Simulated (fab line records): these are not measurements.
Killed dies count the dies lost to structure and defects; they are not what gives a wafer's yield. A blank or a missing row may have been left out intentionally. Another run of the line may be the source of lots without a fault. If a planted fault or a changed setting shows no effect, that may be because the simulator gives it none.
Struck lot and sound lot, side by side :: flow gf180mcu :: 14 out of 602 route steps
Sound: the wafers L564.1, L564.3, L564.5. Struck: wafers L568.2, L568.4, L568.6. The cause is given at the end.
Each step with rows lists, per side, the tool, then ch with its chambers, then its first start. Under that, the readings that differ: sound wafers :: struck wafers :: difference of the means :: sigmas: that difference in standard deviations of wafers without a fault.
alike: words and numbers the same on both sides, and readings whose means are apart by under 2 such deviations; not compared: readings that were withheld, readings missing a value for some wafer, numbers with overlapping values and no deviation given by the record, and bounds like >300 which may hide the same value.
A row with sigmas, a row that says differs or no value, or rows on one side alone: a step with any of these is where the two part. When numbers do not overlap yet have no deviation, they are printed without sigmas and do not part them. Lack of a reading on every wafer of one side parts them only where that side has two or more wafers.

GF_V4_THK_MEAS_01:
  struck on film_metro-02, day 28 02:43; sound on film_metro-01, day 26 21:56
  alike: V4_CVD_00_THK
GF_V4_CVD_02: deposits SiO2 from TEOS, target thk 850 nm, time 94.851 s.
  sound on pecvd-03 ch 0,1, day 26 22:00; struck on pecvd-03 ch 0,1, day 28 02:46
  alike: heater_power_w
GF_V4_THK_MEAS_03:
  struck on film_metro-02, day 28 02:51; sound on film_metro-02, day 26 22:04
  alike: V4_CVD_02_THK
GF_V4_CMP_04: polishes SiO2.
  sound on cmp-02 ch 0,1,3, day 26 22:11; struck on cmp-02 ch 0,1,2, day 28 02:57
  alike: motor_current_A, time_to_endpoint_s
GF_V4_BOW_MEAS_05:
  struck on film_metro-02, day 28 03:13; sound on film_metro-02, day 26 22:26
reading: V4_BOW (um)
sound: 123 114 118
struck: 130 144 139
difference: +19
sigmas: +2
then, 7 steps without rows for these wafers: GF_V4_DEHYDRATE_06 (time 60 s); GF_V4_HMDS_07 (prime time 60 s); GF_V4_COAT_08; GF_V4_COAT_09 (resist thk 1000 nm); GF_V4_SOFTBAKE_10 (time 60 s); GF_V4_EXPOSE_11 (exposes mask Via4, target cd 260 nm); GF_V4_PEB_12 (peb time 90 s).
GF_V4_DEVELOP_13: develop time 60 s.
  sound on litho_track-03 ch 0, day 27 19:04; struck on litho_track-02, day 28 22:25
  no value came back on the struck wafers for chill_plate_temp_C (C), develop_time_s (s); on the sound wafers chill_plate_temp_C (C) reads 23.03 23.21 23.13
reading: model.KrF_of_V4_COAT_09.thk_nm (nm)
sound: 986.4 985.3 989.5
struck: 1005 1007 1006
difference: +19
sigmas: 
GF_V4_CD_MEAS_14 targets a cd of 260 nm.
  struck on cd_sem-01, day 28 22:34; sound on cd_sem-01, day 27 19:13
reading: cd_nm (nm)
sound: 260.3 260.8 260.9
struck: - - -
difference: no value on the struck wafers
sigmas: 

WHERE THEY PART
First at GF_V4_BOW_MEAS_05; last, within this record, at GF_V4_CD_MEAS_14.

WHY: the cause the simulator had injected
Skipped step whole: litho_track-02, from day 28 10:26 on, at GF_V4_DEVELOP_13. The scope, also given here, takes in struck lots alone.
